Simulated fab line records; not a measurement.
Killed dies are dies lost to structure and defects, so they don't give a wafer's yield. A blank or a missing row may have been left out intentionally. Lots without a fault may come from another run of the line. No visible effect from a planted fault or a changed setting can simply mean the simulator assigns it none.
Chamber matching | flow sky130 | 4 sister chambers for SKY_VIA4_ETCH_12 on rie-diel-02
The step etches SiO2 in C4F8/O2/Ar, stops on TiN, target depth 580 nm. 4 wafers are shown with their chamber, then 6 later ones without.

## EACH WAFER AND ITS CHAMBER
wafer  | chamber | bias-w (W)
L130.3 | 2       | 1200
L130.4 | 3       | 1196
L132.1 | 1       | 1197
L132.2 | 0       | 1202

## WAFERS WHOSE CHAMBER IS MISSING
wafer  | bias-w (W)
L132.4 | 1203
L136.2 | 1203
L136.3 | 1198
L136.6 | 1199
L142.1 | 1210
L142.5 | 1198

## THE CHAMBER EACH PASSED THROUGH
wafer  | from the rows above               | in truth
L132.4 | can't be placed: 0 or 2 or 1 or 3 | 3
L136.2 | can't be placed: 0 or 2 or 1 or 3 | 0
L136.3 | can't be placed: 1 or 2 or 3 or 0 | 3
L136.6 | can't be placed: 2 or 1 or 0 or 3 | 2
L142.1 | can't be placed: 0 or 2 or 1 or 3 | 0
L142.5 | can't be placed: 1 or 2 or 3 or 0 | 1
0 of 6 placed correctly. Not placeable from these rows: 6 (in 6, the candidates include the true chamber). Wrongly placed: 0.
How it was worked out, from the rows above alone: a wafer's distance from a chamber is the root of the sum, over the readings, of the square of ((its reading less the chamber's mean) divided by the reading's scatter). If the next closest chamber is less than 2 further off than the closest, the wafer can't be placed; otherwise it belongs to the closest. Each chamber's mean is taken over the wafers shown for it. The scatter: root of mean squared gap, hidden wafer to nearest shown wafer, with one shown wafer a chamber.
